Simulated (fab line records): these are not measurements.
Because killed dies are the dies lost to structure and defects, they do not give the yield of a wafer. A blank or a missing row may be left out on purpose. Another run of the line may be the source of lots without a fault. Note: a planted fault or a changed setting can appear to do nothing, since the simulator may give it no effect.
Chamber matching :: flow sky130 :: SKY_CONTACT_CMP_04 on cmp-01: 4 sister chambers
The step polishes SiO2. 8 wafers are shown with their chamber, then 7 later ones without.

== WAFERS PAIRED WITH THEIR CHAMBERS ==
wafer: L592.6
chamber: 3
motor current A (A): 12.4
time to endpoint s (s): 79

wafer: L601.1
chamber: 2
motor current A (A): 11.7
time to endpoint s (s): 89

wafer: L601.2
chamber: 1
motor current A (A): 11.7
time to endpoint s (s): 82

wafer: L601.4
chamber: 0
motor current A (A): 11.6
time to endpoint s (s): 85

wafer: L602.1
chamber: 0
motor current A (A): 11.7
time to endpoint s (s): 82

wafer: L602.2
chamber: 3
motor current A (A): 12.4
time to endpoint s (s): 83

wafer: L602.3
chamber: 1
motor current A (A): 11.9
time to endpoint s (s): 83

wafer: L604.4
chamber: 2
motor current A (A): 11.5
time to endpoint s (s): 94

== WAFERS WHOSE CHAMBER IS MISSING ==
wafer: L605.2
motor current A (A): 12.1
time to endpoint s (s): 85

wafer: L605.3
motor current A (A): 11.7
time to endpoint s (s): 82

wafer: L605.4
motor current A (A): 13.0
time to endpoint s (s): 83

wafer: L606.6
motor current A (A): 12.0
time to endpoint s (s): 83

wafer: L612.3
motor current A (A): 12.1
time to endpoint s (s): 86

wafer: L612.4
motor current A (A): 11.9
time to endpoint s (s): 88

wafer: L612.6
motor current A (A): 11.6
time to endpoint s (s): 89

== EACH ONE'S CHAMBER ==
wafer: L605.2
from the rows above: can't be placed: 1 or 3 or 0
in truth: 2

wafer: L605.3
from the rows above: can't be placed: 0 or 1
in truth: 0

wafer: L605.4
from the rows above: 3
in truth: 3

wafer: L606.6
from the rows above: can't be placed: 1 or 0 or 3
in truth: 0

wafer: L612.3
from the rows above: can't be placed: 1 or 3 or 0
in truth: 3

wafer: L612.4
from the rows above: can't be placed: 1 or 0 or 2
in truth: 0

wafer: L612.6
from the rows above: can't be placed: 2 or 0
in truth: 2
Placed correctly: 1 of 7. Not placeable from these rows: 6 (in 5, the candidates include the true chamber). 0 placed wrongly.
How it was worked out, from the rows above alone: a wafer's distance from a chamber is the root of the sum, over the readings, of the square of ((its reading less the chamber's mean) divided by the reading's scatter). The wafer belongs to the nearest chamber; if the next one is less than 2 further off, it can't be placed. A chamber's mean is the mean of its shown wafers. The scatter: the root of (the sum of the squares of (reading less its chamber's mean) over the shown wafers, divided by (wafers less chambers)).
